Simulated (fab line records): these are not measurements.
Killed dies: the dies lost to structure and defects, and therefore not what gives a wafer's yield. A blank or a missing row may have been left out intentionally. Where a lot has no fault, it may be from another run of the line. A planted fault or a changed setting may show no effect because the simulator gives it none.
Matching of chambers :: flow gf180mcu :: 3 sister chambers for GF_V4_CVD_00 on hdpcvd-01
The step deposits SiO2, target thk 600 nm, time 100 s. 3 wafers are shown with their chamber, then 8 later ones without.

EACH WAFER AND ITS CHAMBER
wafer: L239.1
chamber: 0
sih4FlowSccm (sccm): 62.22

wafer: L239.2
chamber: 2
sih4FlowSccm (sccm): 62.50

wafer: L240.4
chamber: 1
sih4FlowSccm (sccm): 62.29

WAFERS WITHOUT THEIR CHAMBER
wafer: L240.5
sih4FlowSccm (sccm): 62.44

wafer: L240.6
sih4FlowSccm (sccm): 62.26

wafer: L250.2
sih4FlowSccm (sccm): 62.69

wafer: L250.3
sih4FlowSccm (sccm): 62.81

wafer: L250.6
sih4FlowSccm (sccm): 62.57

wafer: L251.2
sih4FlowSccm (sccm): 62.55

wafer: L251.4
sih4FlowSccm (sccm): 62.51

wafer: L251.5
sih4FlowSccm (sccm): 62.63

WHICH CHAMBER EACH ONE RAN IN
wafer: L240.5
from the rows above: can't be placed: 2 or 1 or 0
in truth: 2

wafer: L240.6
from the rows above: can't be placed: 1 or 0 or 2
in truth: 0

wafer: L250.2
from the rows above: can't be placed: 2 or 1 or 0
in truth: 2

wafer: L250.3
from the rows above: can't be placed: 2 or 1 or 0
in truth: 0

wafer: L250.6
from the rows above: can't be placed: 2 or 1 or 0
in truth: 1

wafer: L251.2
from the rows above: can't be placed: 2 or 1 or 0
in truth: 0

wafer: L251.4
from the rows above: can't be placed: 2 or 1 or 0
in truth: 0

wafer: L251.5
from the rows above: can't be placed: 2 or 1 or 0
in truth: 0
Correctly placed: 0 of 8. Not placeable from these rows: 8 (in 8, the candidates include the true chamber). 0 placed wrongly.
How it was worked out, from the rows above alone: a wafer's distance from a chamber is the root of the sum, over the readings, of the square of ((its reading less the chamber's mean) divided by the reading's scatter). The wafer belongs to the nearest chamber; if the next one is less than 2 further off, it can't be placed. Each chamber's mean is taken over the wafers shown for it. The scatter: root of mean squared gap, hidden wafer to nearest shown wafer, with one shown wafer a chamber.
